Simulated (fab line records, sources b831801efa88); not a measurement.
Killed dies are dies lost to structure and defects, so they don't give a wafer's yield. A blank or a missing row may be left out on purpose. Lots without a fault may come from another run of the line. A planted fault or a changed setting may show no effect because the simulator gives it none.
Which tool did it? | flow sky130 | 13 lots, 36 wafers sampled, at 5 steps of a route of 708

WHAT THE GAUGES READ, wafer by wafer
SKY_NWELL_TW_MEAS_26. Usual: NWELL_2_TW 492, standard deviation 5.8.
lot  | measured     | on            | NWELL_2_TW  | flag
L831 | day 5 14:53  | film_metro-02 | 490 491 490 |
L832 | day 5 21:32  | film_metro-03 | 484 485 486 |
L833 | day 5 23:25  | film_metro-02 | 490 494 493 |
L834 | day 6 04:53  | film_metro-03 | 487 484 487 |
L835 | day 6 12:17  | film_metro-01 | 497 496 496 |
L838 | day 7 05:25  | film_metro-03 | 484 486     |
L839 | day 7 10:52  | film_metro-02 | 491 493     |
L840 | day 7 21:55  | film_metro-01 | 502 499     |
L847 | day 9 12:12  | film_metro-03 | 487 488 486 |
L849 | day 10 10:19 | film_metro-01 | 495 495 495 |
L850 | day 10 18:42 | film_metro-01 | 496 493 493 |
L852 | day 10 21:40 | film_metro-01 | 497 495 495 |
L853 | day 11 01:57 | film_metro-03 | 484 486 482 |

SKY_VT_ADJUST_HVTP_CD_MEAS_07: target cd 380 nm. Usual: cd_nm 379.0 nm, standard deviation 2.4.
lot  | measured     | on        | cd_nm (nm)        | flag
L831 | day 6 09:35  | cd_sem-01 | 375.0 373.7 376.0 |
L832 | day 6 16:28  | cd_sem-02 | 379.8 377.9 379.6 |
L833 | day 6 18:40  | cd_sem-01 | 382.9 384.0 383.7 |
L834 | day 6 23:14  | cd_sem-02 | 379.4 379.4 379.9 |
L835 | day 7 07:41  | cd_sem-02 | 377.1 376.3 377.6 |
L838 | day 8 02:19  | cd_sem-02 | 379.5 379.9       |
L839 | day 8 07:40  | cd_sem-02 | 379.6 379.1       |
L840 | day 8 18:52  | cd_sem-02 | 378.9 377.7       |
L847 | day 10 10:47 | cd_sem-02 | 378.1 381.2 381.1 |
L849 | day 11 09:49 | cd_sem-02 | 380.2 378.1 380.4 |
L850 | day 11 18:09 | cd_sem-02 | 379.1 383.6 382.2 |
L852 | day 11 22:01 | cd_sem-01 | 374.9 376.4 377.2 |
L853 | day 12 01:52 | cd_sem-02 | 382.2 379.6 381.0 |

SKY_VT_ADJUST_NCORE_CD_MEAS_07: target cd 380 nm. Usual: cd_nm 379.6 nm, standard deviation 2.5.
lot  | measured     | on        | cd_nm (nm)        | flag
L831 | day 8 20:07  | cd_sem-02 | 379.8 381.7 381.6 |
L832 | day 9 06:05  | cd_sem-01 | 381.0 380.7 383.0 |
L833 | day 9 07:26  | cd_sem-01 | 381.0 379.9 381.8 |
L834 | day 9 13:03  | cd_sem-01 | 377.0 378.6 380.7 |
L835 | day 9 21:38  | cd_sem-02 | 376.8 377.9 379.1 |
L838 | day 10 18:38 | cd_sem-01 | 354.8 381.1       | OFF
L839 | day 11 01:35 | cd_sem-01 | 357.5 380.3       | OFF
L840 | day 11 14:26 | cd_sem-01 | 353.4 377.8       | OFF
L847 | day 13 10:39 | cd_sem-01 | 377.5 377.1 376.7 |
L849 | day 14 12:19 | cd_sem-02 | 375.2 378.4 377.3 |
L850 | day 14 22:24 | cd_sem-02 | 384.9 384.3 385.5 |
L852 | day 15 03:44 | cd_sem-01 | 379.5 379.0 378.3 |
L853 | day 15 06:59 | cd_sem-02 | 379.5 379.3 381.8 |

WHICH TOOL RAN EACH LOT (tool, then ch and the chambers of the sampled wafers, then the start)
lot  | SKY_VT_ADJUST_LVTN_STRIP_09          | SKY_VT_ADJUST_NCORE_COAT_02
L831 | plasma_asher-03 ch 0,1, day 7 04:23  | litho_track-04 ch 0, day 8 09:34
L832 | plasma_asher-04 ch 0,1, day 7 11:47  | litho_track-03 ch 0, day 8 19:06
L833 | plasma_asher-04 ch 0,1, day 7 14:08  | litho_track-03 ch 0, day 8 20:17
L834 | plasma_asher-01 ch 0,1, day 7 18:49  | litho_track-01 ch 0, day 9 02:14
L835 | plasma_asher-01 ch 0,1, day 8 04:23  | litho_track-01 ch 0, day 9 10:50
L838 | plasma_asher-04 ch 0,1, day 8 22:59  | litho_track-01 ch 0, day 10 07:58
L839 | plasma_asher-03 ch 1, day 9 04:46    | litho_track-01 ch 0, day 10 13:58
L840 | plasma_asher-04 ch 1, day 9 16:44    | litho_track-01 ch 0, day 11 02:34
L847 | plasma_asher-01 ch 0,1, day 11 10:07 | litho_track-04 ch 0, day 12 21:34
L849 | plasma_asher-03 ch 0,1, day 12 10:16 | litho_track-01 ch 0, day 13 23:13
L850 | plasma_asher-04 ch 0,1, day 12 17:56 | litho_track-03 ch 0, day 14 08:32
L852 | plasma_asher-01 ch 0,1, day 12 22:34 | litho_track-04 ch 0, day 14 14:04
L853 | plasma_asher-04 ch 0,1, day 13 02:43 | litho_track-04 ch 0, day 14 17:41
- SKY_VT_ADJUST_LVTN_STRIP_09: strips in O2/N2.
- SKY_VT_ADJUST_NCORE_COAT_02: resist thk 1140 nm.

WHAT THE TOOLS THEMSELVES READ (means of the sampled wafers that have a number; where no wafer has one, the mark that the record gives instead)
SKY_VT_ADJUST_LVTN_STRIP_09. Usual: drypump_motor_current_A 5.8 A, standard deviation 0.6; oes_product_au 0.722 a.u., standard deviation 0.0047; strip_time_to_endpoint_s 36.94 s, standard deviation 0.099.
lot  | tool            | drypump_motor_current_A (A) | oes_product_au (a.u.) | strip_time_to_endpoint_s (s) | flag
L831 | plasma_asher-03 | 5.7                         | 0.720                 | 36.87                        |
L832 | plasma_asher-04 | 5.8                         | 0.724                 | 36.82                        |
L833 | plasma_asher-04 | 5.9                         | 0.720                 | 36.91                        |
L834 | plasma_asher-01 | 6.1                         | 0.723                 | 36.97                        |
L835 | plasma_asher-01 | 5.7                         | 0.728                 | 37.05                        |
L838 | plasma_asher-04 | 5.7                         | 0.722                 | 36.87                        |
L839 | plasma_asher-03 | 6.5                         | 0.723                 | 36.91                        |
L840 | plasma_asher-04 | 5.2                         | 0.726                 | 36.91                        |
L847 | plasma_asher-01 | 6.2                         | 0.722                 | 36.92                        |
L849 | plasma_asher-03 | 5.6                         | 0.723                 | 36.82                        |
L850 | plasma_asher-04 | 5.8                         | 0.719                 | 36.93                        |
L852 | plasma_asher-01 | 6.1                         | 0.720                 | 37.05                        |
L853 | plasma_asher-04 | 5.5                         | 0.724                 | 37.12                        |

THE ANSWER, worked out from the rows above alone
Rule: a lot is off if the mean of its wafers that have a number lies more than 3 standard deviations from the usual mean. A lot without any number at a reading at which 4 lots or more have one is off too. The other lots that the step has rows for count as sound. The gauges are gone through in route order, then the tools' own readings, and for those a lot's mean is taken as printed above. The first step at which some lot is off is used, and at that step the reading that is off furthest; a lot without a number counts as furthest.
Off: L838, L839, L840, at SKY_VT_ADJUST_NCORE_CD_MEAS_07 (cd_nm).
A tool fits if, at a process step before that reading, it ran every lot that is off, and no sound lot after the first of them. The gauges at SKY_VT_ADJUST_NCORE_CD_MEAS_07 are tried like those tools. None of those tried fits.

WHAT THE SIMULATOR HAD PUT IN
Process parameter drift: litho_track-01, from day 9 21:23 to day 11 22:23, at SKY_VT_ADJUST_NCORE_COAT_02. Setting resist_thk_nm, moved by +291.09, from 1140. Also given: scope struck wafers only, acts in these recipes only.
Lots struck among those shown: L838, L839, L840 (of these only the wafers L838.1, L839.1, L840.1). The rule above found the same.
